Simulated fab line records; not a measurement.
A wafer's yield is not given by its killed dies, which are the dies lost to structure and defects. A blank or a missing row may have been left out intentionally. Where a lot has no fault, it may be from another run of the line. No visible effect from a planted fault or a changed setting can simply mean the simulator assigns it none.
fab line records | flow sfq-line | part 2 of 2: steps 25 to 35 of 35
record: lots: 5 | wafers: 15 | last-day: 94
route steps=325 shown M2@93 I2@103 M3@118
lots untouched by any fault: they come from a run of this same line in which no faults occurred
start-h: hours from the record's opening day to when the first of the lot's shown wafers began | wait-h: how many hours have passed since the lot's step before this one | " unchanged from the row above | L1.1+2: one row covering several wafers at once | - no value present, or no start provided | * or withheld: withheld | < > ~ a bound
route shown NAME@n: names a module that has steps shown in the file, with the first one's number in the route | usual: mean and standard deviation over wafers with no fault | same: alike in all rows | chamber/n: place in a boat | sites: readings site by site | _std_site: how widely they spread, as a standard deviation | _edge_site: inner sites' mean taken away from outer sites' mean | radius-mm: for every site, how far away it sits from the centre of the wafer | mask NAME#n: copy n | behind: the most recent tool/chamber to have shaped the wafer | hold: cause of the lot's hold/its duration in hours/its outcome | device: transistor that didn't switch, given as n, p or np | end of line: the route-end tests of the same wafers | where a step has no rows: the recipe by itself | killed: dies lost to structure and defects at the first sort, not the wafer's yield | map: a wafer's dies, marking killed ones x, the rest . and places with no die _
set.NAME: the run value of the setting; set.NAME@STEP: its run value at that earlier step | model.NAME: the simulator's own value behind a step, which no gauge read
lots at selected steps of the route; one table per step, one row per wafer
services: from which hour (start-h, from the record's first day; less than 0 if before it) a tool's chamber was out of use, for how many hours, and why
== steps ==
step: SFQ_TRILAYER_I2_VIA_STRIP_SOLV_CLEAN_072
recipe: chemistry: NMP | temp-c: 70 | time-s: 600
lot.wafer  | tool         | chamber | start-h | wait-h
L075.3+4+5 | wet-bench-01 | 4,3,6   | 699.97  | 0.2
L091.1+2+3 | wet-bench-04 | 4,0,3   | 870.84  | 0.4
L093.1+5+6 | wet-bench-01 | 7,6,4   | 881.19  | 0.4
L094.1+4+6 | wet-bench-04 | 5,4,1   | 884.79  | 0.4
L095.1+3+5 | wet-bench-02 | 0,7,6   | 888.99  | 1.0
step: SFQ_TRILAYER_M3_DEP_PRE_CLEAN_074
recipe: gas: Ar | time-s: 22.5 | bias-v: 250
lot.wafer  | tool           | chamber | start-h | wait-h
L075.3+4+5 | pvd-sputter-05 | -       | 700.14  | 0.0
L091.1+2+3 | pvd-sputter-05 | -       | 871.01  | 0.0
L093.1+5+6 | pvd-sputter-06 | -       | 881.36  | 0.0
L094.1+4+6 | pvd-sputter-06 | -       | 884.96  | 0.0
L095.1+3+5 | pvd-sputter-06 | -       | 889.16  | 0.0
step: SFQ_TRILAYER_M3_DEP_SPUTTER_073
recipe: material: Nb | base-pressure-pa: 1.33e-06 | chamber-pressure-pa: 0.1333 | substrate-temp-c: 20 | resputter-cathode-voltage-v: 400 | target-thk-nm: 200 | power-w: 2000 | time-s: 133.3
usual: cathode-dc-power-W: 2000.0/0.38 | resputter-cathode-voltage-v: 400/3.9 | throttle-valve-pct: 29.5/1.1
lot.wafer | tool           | chamber | start-h | wait-h | cathode-dc-power-W | resputter-cathode-voltage-v | throttle-valve-pct
L075.3    | pvd-sputter-05 | -       | 700.17  | 0.0    | 1999.5             | 404                         | 29.4
L075.4    | "              | -       | "       | "      | 2000.0             | 409                         | 27.5
L075.5    | "              | -       | "       | "      | 2000.2             | 401                         | 28.2
L091.1    | pvd-sputter-05 | -       | 871.04  | 0.0    | 1999.8             | 401                         | 28.5
L091.2    | "              | -       | "       | "      | 1999.5             | 403                         | 29.4
L091.3    | "              | -       | "       | "      | 1999.5             | 394                         | 27.5
L093.1    | pvd-sputter-06 | -       | 881.39  | 0.0    | 1999.8             | 392                         | 29.4
L093.5    | "              | -       | "       | "      | 2000.4             | 404                         | 29.6
L093.6    | "              | -       | "       | "      | 2000.5             | 404                         | 29.4
L094.1    | pvd-sputter-06 | -       | 884.99  | 0.0    | 2000.1             | 397                         | 29.5
L094.4    | "              | -       | "       | "      | 2000.1             | 397                         | 29.0
L094.6    | "              | -       | "       | "      | 1999.9             | 404                         | 29.8
L095.1    | pvd-sputter-06 | -       | 889.19  | 0.0    | 1999.6             | 402                         | 29.9
L095.3    | "              | -       | "       | "      | 2000.5             | 404                         | 29.9
L095.5    | "              | -       | "       | "      | 2000.1             | 397                         | 29.4
step: SFQ_M3_RS_MEAS_919
recipe: thk-meas-gauge: four-point-probe | reads: Nb_of_TRILAYER_M3_DEP_SPUTTER_073
usual: M3_NB_RS: 0.887/0.012
lot.wafer | tool          | chamber | start-h | wait-h | M3_NB_RS[ohm/sq]
L075.3    | film-metro-04 | -       | 700.30  | 0.1    | 0.891
L075.4    | "             | -       | "       | "      | 0.907
L075.5    | "             | -       | "       | "      | 0.896
L091.1    | film-metro-01 | -       | 871.13  | 0.0    | 0.892
L091.2    | "             | -       | "       | "      | 0.892
L091.3    | "             | -       | "       | "      | 0.911
L093.1    | film-metro-04 | -       | 881.48  | 0.0    | 0.866
L093.5    | "             | -       | "       | "      | 0.878
L093.6    | "             | -       | "       | "      | 0.870
L094.1    | film-metro-01 | -       | 885.08  | 0.0    | 0.906
L094.4    | "             | -       | "       | "      | 0.897
L094.6    | "             | -       | "       | "      | 0.896
L095.1    | film-metro-02 | -       | 889.28  | 0.0    | 0.891
L095.3    | "             | -       | "       | "      | 0.881
L095.5    | "             | -       | "       | "      | 0.882
step: SFQ_TRILAYER_M3_LITHO_COAT_080
recipe: resist: BARC | spin-rpm: 3000 | resist-thk-nm: 62
usual: exhaust-pa: 45.1/0.92
lot.wafer | tool           | chamber | start-h | wait-h | exhaust-pa
L075.3    | litho-track-02 | 0       | 700.54  | 0.1    | 45.5
L075.4    | "              | 0       | "       | "      | 44.4
L075.5    | "              | 0       | "       | "      | 44.9
L091.1    | litho-track-01 | 0       | 871.31  | 0.1    | 46.3
L091.2    | "              | 0       | "       | "      | 46.2
L091.3    | "              | 0       | "       | "      | 45.9
L093.1    | litho-track-01 | 0       | 881.66  | 0.1    | 43.9
L093.5    | "              | 0       | "       | "      | 44.9
L093.6    | "              | 0       | "       | "      | 44.9
L094.1    | litho-track-04 | 0       | 885.26  | 0.1    | 44.6
L094.4    | "              | 0       | "       | "      | 45.6
L094.6    | "              | 0       | "       | "      | 45.9
L095.1    | litho-track-02 | 0       | 889.46  | 0.1    | 43.6
L095.3    | "              | 0       | "       | "      | 43.1
L095.5    | "              | 0       | "       | "      | 44.8
step: SFQ_TRILAYER_M3_LITHO_COAT_075
recipe: resist: KrF | spin-rpm: 3000 | resist-thk-nm: 600
usual: exhaust-pa: 45.0/0.94
lot.wafer | tool           | chamber | start-h | wait-h | exhaust-pa
L075.3    | litho-track-02 | 0       | 700.84  | 0.2    | 44.5
L075.4    | "              | 0       | "       | "      | 45.8
L075.5    | "              | 0       | "       | "      | 43.9
L091.1    | litho-track-01 | 0       | 871.61  | 0.2    | 44.9
L091.2    | "              | 0       | "       | "      | 45.6
L091.3    | "              | 0       | "       | "      | 45.7
L093.1    | litho-track-01 | 0       | 881.96  | 0.2    | 44.4
L093.5    | "              | 0       | "       | "      | 44.4
L093.6    | "              | 0       | "       | "      | 44.7
L094.1    | litho-track-04 | 0       | 885.56  | 0.2    | 44.4
L094.4    | "              | 0       | "       | "      | 45.7
L094.6    | "              | 0       | "       | "      | 44.3
L095.1    | litho-track-02 | 0       | 889.76  | 0.2    | 46.1
L095.3    | "              | 0       | "       | "      | 47.3
L095.5    | "              | 0       | "       | "      | 47.6
step: SFQ_TRILAYER_M3_LITHO_SOFTBAKE_079
recipe: temp-c: withheld | time-s: withheld | resist: KrF
usual: exhaust-pa: 44.9/0.93
lot.wafer | tool           | chamber | start-h | wait-h | exhaust-pa
L075.3    | litho-track-02 | 0       | 701.09  | 0.2    | 45.3
L075.4    | "              | 0       | "       | "      | 45.5
L075.5    | "              | 0       | "       | "      | 45.5
L091.1    | litho-track-01 | 0       | 871.91  | 0.2    | 45.6
L091.2    | "              | 0       | "       | "      | 46.1
L091.3    | "              | 0       | "       | "      | 45.9
L093.1    | litho-track-01 | 0       | 882.26  | 0.2    | 44.7
L093.5    | "              | 0       | "       | "      | 44.8
L093.6    | "              | 0       | "       | "      | 44.9
L094.1    | litho-track-04 | 0       | 885.86  | 0.2    | 46.3
L094.4    | "              | 0       | "       | "      | 46.3
L094.6    | "              | 0       | "       | "      | 46.3
L095.1    | litho-track-02 | 0       | 890.06  | 0.2    | 44.6
L095.3    | "              | 0       | "       | "      | 46.0
L095.5    | "              | 0       | "       | "      | 45.4
step: SFQ_TRILAYER_M3_LITHO_EXPOSE_076
recipe: mask-id: M3 | na: 0.6 | source-shape: conventional | sigma-outer: 0.65 | target-cd-nm: 500 | dose-mj: 14.4
lot.wafer  | tool           | chamber | start-h | wait-h | mask
L075.3+4+5 | krf-scanner-02 | 0       | 843.49  | -      | M3#0
L091.1+2+3 | krf-scanner-02 | 0       | 1004.50 | -      | M3#0
L093.1+5+6 | krf-scanner-02 | 0       | 1021.30 | -      | M3#0
L094.1+4+6 | krf-scanner-02 | 0       | 1029.70 | -      | M3#0
L095.1+3+5 | krf-scanner-01 | 0       | 1034.62 | -      | M3#0
step: SFQ_TRILAYER_M3_LITHO_PEB_078
recipe: peb-temp-c: 115 | peb-time-s: 60 | resist: KrF
usual: exhaust-pa: 45.0/0.83
lot.wafer | tool           | chamber | start-h | wait-h | exhaust-pa
L075.3    | litho-track-02 | 0       | 844.34  | 0.7    | 44.8
L075.4    | "              | 0       | "       | "      | 44.3
L075.5    | "              | 0       | "       | "      | 45.6
L091.1    | litho-track-01 | 0       | 1005.70 | 1.0    | 44.1
L091.2    | "              | 0       | "       | "      | 45.0
L091.3    | "              | 0       | "       | "      | 42.9
L093.1    | litho-track-02 | 0       | 1022.50 | 1.0    | 43.7
L093.5    | "              | 0       | "       | "      | 44.3
L093.6    | "              | 0       | "       | "      | 44.1
L094.1    | litho-track-02 | 0       | 1030.90 | 1.0    | 46.2
L094.4    | "              | 0       | "       | "      | 44.0
L094.6    | "              | 0       | "       | "      | 45.5
L095.1    | litho-track-01 | 0       | 1035.82 | 1.0    | 44.0
L095.3    | "              | 0       | "       | "      | 44.8
L095.5    | "              | 0       | "       | "      | 44.3
step: SFQ_TRILAYER_M3_LITHO_DEVELOP_077
recipe: time-s: 60 | resist: KrF
usual: exhaust-pa: 45.0/0.84
lot.wafer | tool           | chamber | start-h | wait-h | exhaust-pa
L075.3    | litho-track-02 | 0       | 844.49  | 0.1    | 45.0
L075.4    | "              | 0       | "       | "      | 45.0
L075.5    | "              | 0       | "       | "      | 45.9
L091.1    | litho-track-01 | 0       | 1005.85 | 0.1    | 45.6
L091.2    | "              | 0       | "       | "      | 46.1
L091.3    | "              | 0       | "       | "      | 44.9
L093.1    | litho-track-02 | 0       | 1022.65 | 0.1    | 45.7
L093.5    | "              | 0       | "       | "      | 45.8
L093.6    | "              | 0       | "       | "      | 45.8
L094.1    | litho-track-02 | 0       | 1031.05 | 0.1    | 45.1
L094.4    | "              | 0       | "       | "      | 45.1
L094.6    | "              | 0       | "       | "      | 44.6
L095.1    | litho-track-01 | 0       | 1035.97 | 0.1    | 45.2
L095.3    | "              | 0       | "       | "      | 44.6
L095.5    | "              | 0       | "       | "      | 45.6
step: SFQ_M3_OVL_MEAS_921
usual: M3_OVL: -4/6.4
lot.wafer | tool       | chamber | start-h | wait-h | M3_OVL[nm]
L075.3    | overlay-01 | -       | 844.60  | 0.1    | -2
L075.4    | "          | -       | "       | "      | -5
L075.5    | "          | -       | "       | "      | -4
L091.1    | overlay-01 | -       | 1006.00 | 0.1    | -6
L091.2    | "          | -       | "       | "      | -1
L091.3    | "          | -       | "       | "      | -3
L093.1    | overlay-01 | -       | 1022.80 | 0.1    | -2
L093.5    | "          | -       | "       | "      | 2
L093.6    | "          | -       | "       | "      | -3
L094.1    | overlay-02 | -       | 1031.20 | 0.1    | -4
L094.4    | "          | -       | "       | "      | 0
L094.6    | "          | -       | "       | "      | 6
L095.1    | overlay-02 | -       | 1036.12 | 0.1    | -7
L095.3    | "          | -       | "       | "      | -6
L095.5    | "          | -       | "       | "      | -12
== services ==
tool           | chamber | start-h | hours | kind
rie-diel-03    | 2       | 406.22  | 6.4   | repair
rie-diel-03    | 3       | 408.10  | 3.8   | repair
krf-scanner-02 | -       | 431.23  | 1.0   | pm
rie-diel-03    | 3       | 440.28  | 2.8   | repair
rie-diel-03    | 1       | 497.69  | 25.4  | repair
rie-diel-03    | 0       | 535.21  | 10.1  | repair
krf-scanner-02 | -       | 535.43  | 0.8   | pm
krf-scanner-02 | -       | 540.77  | 1.3   | pm
krf-scanner-02 | -       | 544.49  | 30.7  | repair
krf-scanner-02 | -       | 599.72  | 4.4   | pm
krf-scanner-02 | -       | 604.12  | 1.0   | pm
rie-diel-03    | 2       | 615.09  | 3.3   | repair
krf-scanner-02 | -       | 630.28  | 0.1   | repair
rie-metal-03   | -       | 658.29  | 2.8   | pm
krf-scanner-02 | -       | 703.68  | 0.8   | pm
krf-scanner-02 | -       | 716.84  | 1.3   | pm
krf-scanner-02 | -       | 749.46  | 4.4   | pm
krf-scanner-02 | -       | 768.11  | 1.0   | pm
krf-scanner-02 | -       | 851.49  | 4.0   | pm
rie-metal-03   | -       | 886.33  | 0.2   | repair
krf-scanner-02 | -       | 893.30  | 1.3   | pm
krf-scanner-02 | -       | 937.80  | 1.0   | pm
krf-scanner-02 | -       | 961.02  | 4.8   | repair
krf-scanner-02 | -       | 1032.10 | 3.6   | pm
